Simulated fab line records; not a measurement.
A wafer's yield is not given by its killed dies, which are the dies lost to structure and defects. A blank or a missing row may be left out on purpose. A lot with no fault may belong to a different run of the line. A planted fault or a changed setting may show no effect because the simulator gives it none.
Split-lot trial | flow gf180mcu | 5 lots, 23 wafers read, on a route of 602 steps

== SPLIT DETAILS ==
At GF_M1_EXPOSE_11 (exposes mask Metal1, target cd 230 nm), the setting dose_mj was moved away from the recipe's 28 on 8 of the 23 wafers read, by -5.9% to +5.2%. For the rest of the wafers, this setting stayed at what the recipe calls for.

== FROM THE SPLIT TO THE READING: what the file shows between them, 2 steps ==
- GF_M1_PEB_12: peb time 88.35 s
- GF_M1_DEVELOP_13: develop time 60 s

== THE READING ==
cd_nm (nm) at GF_M1_CD_MEAS_14, where the cd target is 230 nm. On this fab line, fault-free wafers typically give 230.4 nm with a standard deviation of 1.3 nm.

wafer  | tool, chamber at the split | dose_mj as run | against the recipe | cd_nm, nm | against lot-mates on the recipe
L075.1 | krf_scanner-02, 0          | 28             | recipe             | 231.3     | -
L075.2 | krf_scanner-02, 0          | 28             | recipe             | 231.9     | -
L075.3 | krf_scanner-02, 0          | 28             | recipe             | 232.4     | -
L075.5 | krf_scanner-02, 0          | 29.46          | +5.2%              | 223.8     | -8.1
L075.6 | krf_scanner-02, 0          | 29.46          | +5.2%              | 224.3     | -7.6
L077.1 | krf_scanner-02, 0          | 28.98          | +3.5%              | 227.0     | -4.8
L077.2 | krf_scanner-02, 0          | 28             | recipe             | 231.5     | -
L077.4 | krf_scanner-02, 0          | 28             | recipe             | 232.7     | -
L077.5 | krf_scanner-02, 0          | 28.98          | +3.5%              | 227.8     | -4.0
L077.6 | krf_scanner-02, 0          | 28             | recipe             | 231.1     | -
L076.1 | krf_scanner-01, 0          | 28             | recipe             | 229.0     | -
L076.2 | krf_scanner-01, 0          | 26.34          | -5.9%              | 238.4     | +9.1
L076.3 | krf_scanner-01, 0          | 26.34          | -5.9%              | 238.3     | +9.0
L076.4 | krf_scanner-01, 0          | 28             | recipe             | 228.4     | -
L076.5 | krf_scanner-01, 0          | 28             | recipe             | 230.5     | -
L082.1 | krf_scanner-02, 0          | 28             | recipe             | 229.6     | -
L082.2 | krf_scanner-02, 0          | 28             | recipe             | 230.8     | -
L082.5 | krf_scanner-02, 0          | 28             | recipe             | 231.8     | -
L084.1 | krf_scanner-01, 0          | 28             | recipe             | 227.4     | -
L084.2 | krf_scanner-01, 0          | 28             | recipe             | 228.4     | -
L084.3 | krf_scanner-01, 0          | 29.19          | +4.2%              | 222.1     | -6.4
L084.5 | krf_scanner-01, 0          | 29.19          | +4.2%              | 222.1     | -6.4
L084.6 | krf_scanner-01, 0          | 28             | recipe             | 229.6     | -

FIT RESULTS
A straight line over all 23 wafers: cd_nm changes by -1.36 nm for each +1% of dose_mj; r = -0.92; the points scatter about the line by 1.6 nm.
The same after taking each lot's own level away (the mean of its wafers on the recipe; 23 wafers): -1.48 nm for each +1%; r = -0.99; scatter 0.72 nm.
On that fit, the largest move of dose_mj shifts the reading by 8.8 nm.
From 228.47 to 231.87 nm: that is the span of the lots' own levels, equal to 2.6 times the standard deviation above.
Consequently the slope shifts little with the lot-to-lot level, the two slopes agreeing.
Check: with one of the wafers moved furthest among these (-5.9%) left out of the fit, the line predicts +8.78 nm for it against its lot-mates. Against them it came out at +9.1 nm.

== FURTHER SPLITS ON THESE WAFERS ==
Before the reading, these wafers also passed through other splits. Each is held against what the fit with the lots' levels taken away leaves over:
other split on the same wafers            | wafers away from the commonest value | r with cd_nm (lot level and that fit taken away)
GF_SAB_ETCH_11 time_s                     | 5                                    | -0.21
GF_CONTACT_CVD_00 sih4_flow_sccm          | 10                                   | +0.02
GF_CONTACT_DEVELOP_13 develop_time_s      | 3                                    | -0.01
GF_CONTACT_SPUTTER_22 chamber_pressure_pa | 15                                   | +0.19
GF_M1_SPUTTER_04 time_s                   | 8                                    | -0.01

== THE WHOLE CHAIN: every reading that the file lists as answering this split, in the file's order ==
step                | what it does                                                                         | reading                                                   | change (the file's fit)              | r (the file's)
GF_M1_CD_MEAS_14    | target cd 230 nm                                                                     | cd_nm                                                     | -1.48 nm for each +1% of the setting | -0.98
GF_M1_METAL_ETCH_16 | etches the open film in Cl2/BCl3, stops on SiO2, target depth 627.5 nm, time 104.6 s | M1.cd_nm (the simulator's own value, which no gauge read) | -1.46 nm for each +1% of the setting | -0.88

== FILE'S OWN FIT ==
cd_nm changes by -1.48 nm for each +1% of dose_mj, r = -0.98.
